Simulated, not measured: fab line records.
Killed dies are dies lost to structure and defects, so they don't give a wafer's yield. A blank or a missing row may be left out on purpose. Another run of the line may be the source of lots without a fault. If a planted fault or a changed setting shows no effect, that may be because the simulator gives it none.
fab line records + flow sky130
record:
- lots: 6
- wafers: 18
- last-day: 50
route steps=708 shown POLY_GATE@218
lots with no fault: from the same line, run without faults
start-h: hours from the record's opening day to when the first of the lot's shown wafers began + wait-h: hours from the lot's prior step to this one + " as in the row above + L1.1+2: a row that stands for several wafers + - value missing, or start not given + * or withheld: withheld + < > ~ a bound
route shown NAME@n: names a module that has steps shown in the file, with the first one's number in the route + usual: the fault-free wafers' mean and standard deviation + same: alike in all rows + chamber/n: place in a boat + sites: readings site by site + _std_site: the standard deviation of these + _edge_site: inner sites' mean taken away from outer sites' mean + radius-mm: for every site, how far away it sits from the centre of the wafer + mask NAME#n: copy n + behind: the last tool/chamber to shape the wafer + hold: cause of the lot's hold/its duration in hours/its outcome + device: which transistor (n, p or np) failed to switch + end of line: tests run on the same wafers once the route is complete + for a step that has no rows: nothing shown but its recipe + killed: dies that structure and defects cost at the first sort, which is not the same as the wafer's yield + map: the dies of a wafer, with x for killed, . for not killed, _ for no die there
set.NAME: setting as actually run; set.NAME@STEP: the setting as run at that earlier step + model.NAME: the simulator's own value behind a step, which no gauge read
lots seen at some steps along the route; tables by step, rows by wafer
services: a tool's chamber out of use, with start hour (start-h, from the record's first day; less than 0 if before it), hours out, and reason
== steps ==
step: SKY_POLY_GATE_THK_MEAS_04
recipe:
- reads: Si3N4_of_POLY_GATE_CVD_03
usual:
- POLY_GATE_CVD_03_THK: 75.0/0.71
| lot.wafer | tool          | chamber | start-h | wait-h | POLY_GATE_CVD_03_THK[nm] |
|-----------|---------------|---------|---------|--------|--------------------------|
| L156.2    | film-metro-03 | -       | 374.21  | 0.0    | 76.3                     |
| L156.4    | "             | -       | "       | "      | 75.9                     |
| L156.5    | "             | -       | "       | "      | 76.0                     |
| L164.2    | film-metro-04 | -       | 439.92  | 0.0    | 74.1                     |
| L164.4    | "             | -       | "       | "      | 74.8                     |
| L164.5    | "             | -       | "       | "      | 74.6                     |
| L169.1    | film-metro-03 | -       | 476.43  | 0.0    | 73.1                     |
| L169.3    | "             | -       | "       | "      | 72.9                     |
| L169.6    | "             | -       | "       | "      | 73.3                     |
| L170.2    | film-metro-03 | -       | 486.32  | 0.0    | 75.1                     |
| L170.4    | "             | -       | "       | "      | 75.7                     |
| L170.5    | "             | -       | "       | "      | 74.6                     |
| L175.3    | film-metro-04 | -       | 541.94  | 0.0    | 74.8                     |
| L175.5    | "             | -       | "       | "      | 74.5                     |
| L175.6    | "             | -       | "       | "      | 74.6                     |
| L176.3    | film-metro-01 | -       | 558.03  | 0.0    | 74.7                     |
| L176.5    | "             | -       | "       | "      | 75.4                     |
| L176.6    | "             | -       | "       | "      | 75.4                     |
step: SKY_POLY_GATE_DEHYDRATE_05
recipe:
- temp-c: 200
- time-s: 60
step: SKY_POLY_GATE_HMDS_06
recipe:
- prime-time-s: 60
- prime-temp-c: 120
step: SKY_POLY_GATE_COAT_07
recipe:
- resist: BARC
- temp-c: withheld
- time-s: withheld
- spin-rpm: 3000
- resist-thk-nm: 110
step: SKY_POLY_GATE_COAT_08
recipe:
- resist: KrF-thick
- spin-rpm: 3000
- resist-thk-nm: 450
step: SKY_POLY_GATE_SOFTBAKE_09
recipe:
- temp-c: 100
- time-s: 90
- resist: KrF-thick
step: SKY_POLY_GATE_EXPOSE_10
recipe:
- mask-id: P1M
- na: 0.68
- source-shape: conventional
- sigma-outer: 0.6
- target-cd-nm: 150
- dose-mj: 28
step: SKY_POLY_GATE_PEB_11
recipe:
- peb-temp-c: withheld
- peb-time-s: withheld
- resist: KrF-thick
step: SKY_POLY_GATE_DEVELOP_12
recipe:
- develop-time-s: 60
- resist: KrF-thick
- dev-temp-c: 21
step: SKY_POLY_GATE_CD_MEAS_13
recipe:
- target-cd-nm: 150
usual:
- cd-nm: 150.6/1.2
| lot.wafer | tool      | chamber | start-h | wait-h | cd-nm |
|-----------|-----------|---------|---------|--------|-------|
| L156.2    | cd-sem-01 | -       | 403.39  | -      | 151.9 |
| L156.4    | "         | -       | "       | "      | 152.4 |
| L156.5    | "         | -       | "       | "      | 151.1 |
| L164.2    | cd-sem-01 | -       | 470.21  | -      | 149.2 |
| L164.4    | "         | -       | "       | "      | 150.6 |
| L164.5    | "         | -       | "       | "      | 150.7 |
| L169.1    | cd-sem-01 | -       | 506.95  | -      | 152.1 |
| L169.3    | "         | -       | "       | "      | 153.3 |
| L169.6    | "         | -       | "       | "      | 152.3 |
| L170.2    | cd-sem-01 | -       | 516.91  | -      | 149.7 |
| L170.4    | "         | -       | "       | "      | 149.7 |
| L170.5    | "         | -       | "       | "      | 149.3 |
| L175.3    | cd-sem-02 | -       | 571.73  | -      | 149.6 |
| L175.5    | "         | -       | "       | "      | 151.2 |
| L175.6    | "         | -       | "       | "      | 151.2 |
| L176.3    | cd-sem-01 | -       | 587.58  | -      | 152.1 |
| L176.5    | "         | -       | "       | "      | 150.7 |
| L176.6    | "         | -       | "       | "      | 150.7 |
step: SKY_POLY_GATE_OVL_MEAS_14
usual:
- POLY_GATE_OVL: 7/4.6
| lot.wafer | tool       | chamber | start-h | wait-h | POLY_GATE_OVL[nm] |
|-----------|------------|---------|---------|--------|-------------------|
| L156.2    | overlay-01 | -       | 403.49  | 0.1    | -2                |
| L156.4    | "          | -       | "       | "      | 11                |
| L156.5    | "          | -       | "       | "      | 3                 |
| L164.2    | overlay-01 | -       | 470.31  | 0.1    | 10                |
| L164.4    | "          | -       | "       | "      | 9                 |
| L164.5    | "          | -       | "       | "      | 4                 |
| L169.1    | overlay-01 | -       | 507.07  | 0.1    | 5                 |
| L169.3    | "          | -       | "       | "      | 7                 |
| L169.6    | "          | -       | "       | "      | 11                |
| L170.2    | overlay-02 | -       | 517.01  | 0.1    | 5                 |
| L170.4    | "          | -       | "       | "      | 4                 |
| L170.5    | "          | -       | "       | "      | 11                |
| L175.3    | overlay-02 | -       | 571.82  | 0.1    | 1                 |
| L175.5    | "          | -       | "       | "      | 10                |
| L175.6    | "          | -       | "       | "      | 1                 |
| L176.3    | overlay-02 | -       | 587.68  | 0.1    | 5                 |
| L176.5    | "          | -       | "       | "      | 0                 |
| L176.6    | "          | -       | "       | "      | 4                 |
step: SKY_POLY_GATE_ETCH_15
recipe:
- chemistry: N2/H2
- target: BARC
- ion-energy-ev: 200
- source-w: 500
- bias-w: 100
- pressure-mtorr: 30
- n2-flow-sccm: 100
- h2-flow-sccm: 200
- stop-on: SiO2
- time-s: 118.5
- target-depth-a: 1100
usual:
- bias-w: 100.04/0.27
- chamber-pressure-mTorr: 30.001/0.028
- drypump-motor-current-A: 5.9/0.62
- oes-product-au: 0.717/0.005
- throttle-valve-pct: 13.214/0.0087
| lot.wafer | tool        | chamber | start-h | wait-h | bias-w | chamber-pressure-mTorr | drypump-motor-current-A | oes-product-au | rf-hours-counter-h | throttle-valve-pct |
|-----------|-------------|---------|---------|--------|--------|------------------------|-------------------------|----------------|--------------------|--------------------|
| L156.2    | rie-diel-04 | 1       | 403.52  | 0.0    | 100.18 | 29.964                 | 6.8                     | 0.718          | 107                | 13.207             |
| L156.4    | "           | 3       | "       | "      | 100.18 | 29.906                 | 5.1                     | 0.716          | 1                  | 13.201             |
| L156.5    | "           | 0       | "       | "      | 100.27 | 30.034                 | 5.8                     | 0.717          | -                  | 13.223             |
| L164.2    | rie-diel-01 | 2       | 470.34  | 0.0    | 99.83  | 29.998                 | 5.3                     | 0.716          | 5                  | 13.213             |
| L164.4    | "           | 1       | "       | "      | 100.24 | 30.023                 | 5.8                     | 0.711          | 17                 | 13.208             |
| L164.5    | "           | 3       | "       | "      | 100.65 | 29.955                 | 5.7                     | 0.714          | -                  | 13.213             |
| L169.1    | rie-diel-01 | 1       | 507.10  | 0.0    | 99.59  | 29.965                 | 5.8                     | 0.714          | 18                 | 13.220             |
| L169.3    | "           | 3       | "       | "      | 100.62 | 29.998                 | 5.7                     | 0.715          | 3                  | 13.216             |
| L169.6    | "           | 1       | "       | "      | 99.86  | 29.990                 | 5.8                     | 0.704          | -                  | 13.216             |
| L170.2    | rie-diel-03 | 1       | 517.04  | 0.0    | 100.30 | 29.959                 | 5.2                     | 0.725          | 3                  | 13.221             |
| L170.4    | "           | 0       | "       | "      | 99.89  | 29.999                 | 5.9                     | 0.718          | 84                 | 13.217             |
| L170.5    | "           | 2       | "       | "      | 100.10 | 30.003                 | 5.3                     | 0.717          | -                  | 13.232             |
| L175.3    | rie-diel-01 | 0       | 571.84  | 0.0    | 99.72  | 30.021                 | 6.6                     | 0.705          | 0                  | 13.209             |
| L175.5    | "           | 2       | "       | "      | 100.05 | 30.009                 | 5.3                     | 0.719          | -                  | 13.216             |
| L175.6    | "           | 0       | "       | "      | 99.90  | 29.973                 | 6.6                     | 0.717          | -                  | 13.208             |
| L176.3    | rie-diel-04 | 3       | 587.70  | 0.0    | 100.04 | 29.985                 | 5.1                     | 0.720          | 5                  | 13.203             |
| L176.5    | "           | 2       | "       | "      | 100.24 | 29.986                 | 6.8                     | 0.724          | -                  | 13.226             |
| L176.6    | "           | 3       | "       | "      | 100.02 | 30.014                 | 5.1                     | 0.716          | -                  | 13.202             |
step: SKY_POLY_GATE_ETCH_16
recipe:
- stop-on: poly-Si
- chemistry: CH3F/O2
- target: Si3N4
- source-w: 400
- bias-w: 80
- pressure-mtorr: 25
- ch3f-flow-sccm: 40
- O2_flow_sccm: 30
- time-s: 147.5
- target-depth-a: 750
usual:
- O2_flow_sccm: 30.01/0.074
- bias-w: 79.99/0.26
- chamber-pressure-mTorr: 25.002/0.022
- drypump-motor-current-A: 5.9/0.62
- oes-product-au: 0.640/0.0057
- throttle-valve-pct: 10.535/0.0087
| lot.wafer | tool        | chamber | start-h | wait-h | O2_flow_sccm | bias-w | chamber-pressure-mTorr | drypump-motor-current-A | oes-product-au | rf-hours-counter-h | throttle-valve-pct | model.KrF-thick_of_POLY_GATE_COAT_08.thk-nm |
|-----------|-------------|---------|---------|--------|--------------|--------|------------------------|-------------------------|----------------|--------------------|--------------------|---------------------------------------------|
| L156.2    | rie-diel-04 | 1       | 403.60  | 0.0    | 29.96        | 80.07  | 24.977                 | 6.8                     | 0.640          | 107                | 10.530             | 229.4                                       |
| L156.4    | "           | 3       | "       | "      | 30.08        | 80.00  | 25.022                 | 5.1                     | 0.638          | 1                  | 10.540             | 236.6                                       |
| L156.5    | "           | 0       | "       | "      | 30.20        | 80.26  | 25.007                 | 5.8                     | 0.644          | -                  | 10.533             | 234.9                                       |
| L164.2    | rie-diel-01 | 2       | 470.43  | 0.0    | 30.01        | 80.34  | 24.988                 | 5.3                     | 0.644          | 5                  | 10.544             | 237.1                                       |
| L164.4    | "           | 1       | "       | "      | 30.06        | 80.19  | 25.040                 | 5.8                     | 0.641          | 17                 | 10.527             | 233.3                                       |
| L164.5    | "           | 3       | "       | "      | 29.98        | 79.70  | 24.995                 | 5.7                     | 0.643          | -                  | 10.535             | 234.7                                       |
| L169.1    | rie-diel-01 | 1       | 507.18  | 0.0    | -            | -      | -                      | -                       | -              | -                  | -                  | 341.9                                       |
| L169.3    | "           | 3       | "       | "      | -            | -      | -                      | -                       | -              | -                  | -                  | 342.2                                       |
| L169.6    | "           | 1       | "       | "      | -            | -      | -                      | -                       | -              | -                  | -                  | 340.9                                       |
| L170.2    | rie-diel-03 | 1       | 517.13  | 0.0    | -            | -      | -                      | -                       | -              | -                  | -                  | 343.5                                       |
| L170.4    | "           | 0       | "       | "      | -            | -      | -                      | -                       | -              | -                  | -                  | 344.7                                       |
| L170.5    | "           | 2       | "       | "      | -            | -      | -                      | -                       | -              | -                  | -                  | 345.9                                       |
| L175.3    | rie-diel-01 | 0       | 571.93  | 0.0    | 30.04        | 80.36  | 24.956                 | 6.6                     | 0.646          | 0                  | 10.526             | 235                                         |
| L175.5    | "           | 2       | "       | "      | 30.07        | 80.07  | 24.993                 | 5.3                     | 0.642          | -                  | 10.537             | 237.1                                       |
| L175.6    | "           | 0       | "       | "      | 29.99        | 80.14  | 25.010                 | 6.5                     | 0.629          | -                  | 10.540             | 234.7                                       |
| L176.3    | rie-diel-04 | 3       | 587.78  | 0.0    | 29.92        | 80.31  | 25.018                 | 5.1                     | 0.644          | 5                  | 10.537             | 231.5                                       |
| L176.5    | "           | 2       | "       | "      | 30.00        | 80.26  | 25.017                 | 6.8                     | 0.644          | -                  | 10.529             | 234.7                                       |
| L176.6    | "           | 3       | "       | "      | 29.96        | 80.01  | 25.002                 | 5.1                     | 0.643          | -                  | 10.543             | 232.5                                       |
step: SKY_POLY_GATE_ETCH_17
recipe:
- target-depth-nm: 180
- stop-on: SiO2
- over-etch-frac: 0.56667
- chemistry: HBr/Cl2
- target: poly-Si
- icp-w: 400
- bias-w: 100
- pressure-mtorr: 10
- HBr_flow_sccm: 150
- Cl2_flow_sccm: 50
- time-s: 70.5
usual:
- HBr_flow_sccm: 150.0/0.42
- bias-w: 99.99/0.29
- chamber-pressure-mTorr: 10.001/0.011
- drypump-motor-current-A: 5.8/0.5
- oes-product-au: 0.985/0.0076
- throttle-valve-pct: 33.684/0.009
| lot.wafer | tool      | chamber | start-h | wait-h | HBr_flow_sccm | bias-w | chamber-pressure-mTorr | drypump-motor-current-A | oes-product-au | rf-hours-counter-h | throttle-valve-pct | model.KrF-thick_of_POLY_GATE_COAT_08.thk-nm |
|-----------|-----------|---------|---------|--------|---------------|--------|------------------------|-------------------------|----------------|--------------------|--------------------|---------------------------------------------|
| L156.2    | rie-si-01 | 2       | 403.70  | 0.0    | 149.8         | 99.96  | 10.001                 | 6.0                     | 0.972          | 2                  | 33.691             | 137.9                                       |
| L156.4    | "         | 3       | "       | "      | 149.9         | 100.62 | 10.001                 | 6.3                     | 0.965          | 38                 | 33.686             | 143                                         |
| L156.5    | "         | 3       | "       | "      | 149.4         | 100.41 | 10.001                 | 6.3                     | 0.981          | -                  | 33.693             | 141.7                                       |
| L164.2    | rie-si-01 | 1       | 470.52  | 0.0    | 150.9         | 99.75  | 9.996                  | 4.7                     | 0.994          | 2                  | 33.692             | 142.6                                       |
| L164.4    | "         | 2       | "       | "      | 150.4         | 99.69  | 10.004                 | 6.0                     | 0.988          | 3                  | 33.672             | 140                                         |
| L164.5    | "         | 2       | "       | "      | 149.7         | 99.63  | 10.007                 | 6.0                     | 0.982          | -                  | 33.658             | 142.3                                       |
| L169.1    | rie-si-02 | 1       | 507.28  | 0.0    | 149.9         | 99.96  | 9.992                  | 6.0                     | 0.985          | 4                  | 33.676             | 247.4                                       |
| L169.3    | "         | 0       | "       | "      | 150.4         | 100.12 | 10.001                 | 5.8                     | 0.997          | 4                  | 33.668             | 247.2                                       |
| L169.6    | "         | 1       | "       | "      | 151.2         | 99.91  | 10.002                 | 6.0                     | 0.990          | -                  | 33.681             | 246.8                                       |
| L170.2    | rie-si-01 | 1       | 517.22  | 0.0    | 150.1         | 100.24 | 9.984                  | 4.6                     | 0.998          | 2                  | 33.691             | 247.4                                       |
| L170.4    | "         | 0       | "       | "      | 151.0         | 100.01 | 9.986                  | 5.4                     | 0.988          | 2                  | 33.689             | 253.2                                       |
| L170.5    | "         | 3       | "       | "      | 149.8         | 100.24 | 10.000                 | 6.3                     | 0.981          | -                  | 33.674             | 253.6                                       |
| L175.3    | rie-si-02 | 3       | 572.02  | 0.0    | 150.6         | 100.27 | 9.998                  | 5.3                     | 0.984          | 1                  | 33.684             | 142.7                                       |
| L175.5    | "         | 3       | "       | "      | 150.0         | 100.12 | 9.988                  | 5.3                     | 0.995          | -                  | 33.696             | 144                                         |
| L175.6    | "         | 2       | "       | "      | 150.2         | 100.26 | 10.003                 | 6.4                     | 1.002          | -                  | 33.673             | 140.9                                       |
| L176.3    | rie-si-02 | 0       | 587.88  | 0.0    | 150.4         | 99.95  | 10.007                 | 5.8                     | 0.990          | 4                  | 33.691             | 138.3                                       |
| L176.5    | "         | 1       | "       | "      | 150.2         | 100.50 | 10.006                 | 6.0                     | 0.981          | -                  | 33.684             | 142.2                                       |
| L176.6    | "         | 2       | "       | "      | 150.3         | 100.33 | 9.999                  | 6.4                     | 0.986          | -                  | 33.675             | 139.5                                       |
step: SKY_POLY_GATE_STRIP_18
recipe:
- chemistry: O2/N2
- power-w: 1400
- pressure-mtorr: 1500
- platen-temp-c: withheld
- o2-flow-sccm: 3000
- n2-flow-sccm: 300
- overash-fraction: 0.5
usual:
- chamber-pressure-mTorr: 1500.0/1.3
- drypump-motor-current-A: 5.9/0.5
- oes-product-au: 0.360/0.0046
- strip-time-to-endpoint-s: 3.17/0.037
| lot.wafer | tool            | chamber | start-h | wait-h | chamber-pressure-mTorr | drypump-motor-current-A | oes-product-au | rf-hours-counter-h | strip-time-to-endpoint-s |
|-----------|-----------------|---------|---------|--------|------------------------|-------------------------|----------------|--------------------|--------------------------|
| L156.2    | plasma-asher-02 | 1       | 403.76  | 0.0    | 1501.8                 | 5.5                     | 0.358          | 27                 | 3.15                     |
| L156.4    | "               | 0       | "       | "      | 1499.4                 | 5.9                     | 0.367          | -                  | 3.19                     |
| L156.5    | "               | 1       | "       | "      | 1500.4                 | 5.5                     | 0.372          | -                  | 3.17                     |
| L164.2    | plasma-asher-02 | 0       | 470.58  | 0.0    | 1499.4                 | 5.9                     | 0.362          | 33                 | 3.20                     |
| L164.4    | "               | 1       | "       | "      | 1500.3                 | 5.5                     | 0.359          | -                  | 3.18                     |
| L164.5    | "               | 0       | "       | "      | 1499.3                 | 5.9                     | 0.362          | -                  | 3.20                     |
| L169.1    | plasma-asher-04 | 1       | 507.34  | 0.0    | 1498.8                 | 5.8                     | 0.407          | 68                 | 4.30                     |
| L169.3    | "               | 1       | "       | "      | 1500.3                 | 5.8                     | 0.407          | -                  | 4.32                     |
| L169.6    | "               | 1       | "       | "      | 1501.3                 | 5.8                     | 0.407          | -                  | 4.30                     |
| L170.2    | plasma-asher-02 | 0       | 517.28  | 0.0    | 1500.6                 | 6.0                     | 0.405          | 38                 | 4.33                     |
| L170.4    | "               | 1       | "       | "      | 1499.9                 | 5.5                     | 0.417          | -                  | 4.38                     |
| L170.5    | "               | 1       | "       | "      | 1501.0                 | 5.5                     | 0.411          | -                  | 4.39                     |
| L175.3    | plasma-asher-04 | 1       | 572.11  | 0.1    | 1499.5                 | 5.8                     | 0.368          | -                  | 3.20                     |
| L175.5    | "               | 0       | "       | "      | 1500.5                 | 6.6                     | 0.360          | -                  | 3.22                     |
| L175.6    | "               | 1       | "       | "      | 1499.7                 | 5.8                     | 0.359          | -                  | 3.18                     |
| L176.3    | plasma-asher-02 | 1       | 587.97  | 0.1    | 1500.2                 | 5.5                     | 0.357          | -                  | 3.15                     |
| L176.5    | "               | 0       | "       | "      | 1500.3                 | 5.9                     | 0.355          | -                  | 3.19                     |
| L176.6    | "               | 1       | "       | "      | 1500.6                 | 5.5                     | 0.360          | -                  | 3.15                     |
step: SKY_POLY_GATE_CLEAN_19
recipe:
- chemistry: SC1/SC2
- mix: 1:4:20
- temp-c: 70
- time-s: 150
- dry: n2-spin
== services ==
| tool            | chamber | start-h | hours | kind           |
|-----------------|---------|---------|-------|----------------|
| rie-si-01       | -       | 382.80  | 0.7   | repair         |
| rie-diel-04     | -       | 383.64  | 0.4   | repair         |
| rie-diel-01     | 2       | 393.37  | 4.1   | repair         |
| rie-diel-01     | 0       | 403.54  | 16.1  | repair         |
| rie-diel-01     | 2       | 412.60  | 10.8  | repair         |
| rie-diel-04     | 1       | 414.77  | -     | clean          |
| rie-diel-04     | 1       | 414.77  | 19.0  | scheduled-down |
| rie-diel-04     | 1       | 414.77  | 19.0  | vent-cycle     |
| rie-diel-01     | 3       | 444.35  | 5.0   | repair         |
| rie-diel-01     | 0       | 451.40  | 6.1   | repair         |
| rie-si-01       | 1       | 454.51  | 5.7   | repair         |
| rie-diel-04     | 2       | 473.85  | 4.6   | repair         |
| rie-diel-01     | 0       | 478.98  | -     | clean          |
| rie-diel-01     | 0       | 478.98  | 30.9  | scheduled-down |
| rie-diel-01     | 0       | 478.98  | 30.9  | vent-cycle     |
| rie-diel-03     | 1       | 493.15  | 3.1   | repair         |
| plasma-asher-02 | -       | 496.06  | 3.6   | repair         |
| rie-diel-01     | -       | 500.88  | 0.3   | repair         |
| rie-diel-01     | -       | 509.70  | 28.1  | pm             |
| plasma-asher-02 | -       | 540.31  | 3.8   | repair         |
| plasma-asher-04 | -       | 542.36  | 5.1   | repair         |
| rie-diel-01     | 3       | 563.69  | 26.5  | repair         |
| rie-diel-04     | 0       | 565.92  | -     | clean          |
| rie-si-02       | 3       | 580.62  | 6.0   | repair         |
== key ==
first-sign:
- step: SKY_POLY_GATE_ETCH_16
- reading: tool-record
- direction: missing
effect:
- step: SKY_POLY_GATE_STRIP_18
- reading: strip-time-to-endpoint-s
- direction: up
- sigmas: 31
- usual: *
- struck: *
model-effect:
- step: SKY_POLY_GATE_ETCH_16
- value: KrF-thick_of_POLY_GATE_COAT_08.thk-nm
- without: 231.6
- struck: 343.2
model-effect:
- step: SKY_POLY_GATE_ETCH_17
- value: KrF-thick_of_POLY_GATE_COAT_08.thk-nm
- without: 137.7
- struck: 249.3
met-at SKY_POLY_GATE_ETCH_16
struck-wafers L169.1,L169.3,L169.6,L170.2,L170.4,L170.5
later-rows-left-out L169.1,L169.3,L169.6,L170.2,L170.4,L170.5
sort-left-out L169.1,L169.3,L169.6,L170.2,L170.4,L170.5
tester-left-out L169,L170
onset-between 470.43 507.18
fault:
- kind: skipped-step-whole
- tool: rie-diel-01,rie-diel-03
- chamber: -
- onset-h: 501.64
- steps: SKY_POLY_GATE_ETCH_16
- scope: struck-lots-only
tester-left-out: of these lots the tester's yield and bins aren't shown, on N5 and GAA mostly nor the transistor test; their killed dies are dies lost to structure and defects alone, not to doping, threshold or leakage, so they don't give the yield
sort-left-out: the simulated sort isn't trusted on such a fault, so these wafers' sort isn't shown, and their yield isn't known
later-rows-left-out: the simulator's readings of these wafers behind a module that went badly wrong aren't trusted and aren't shown, but for the sort
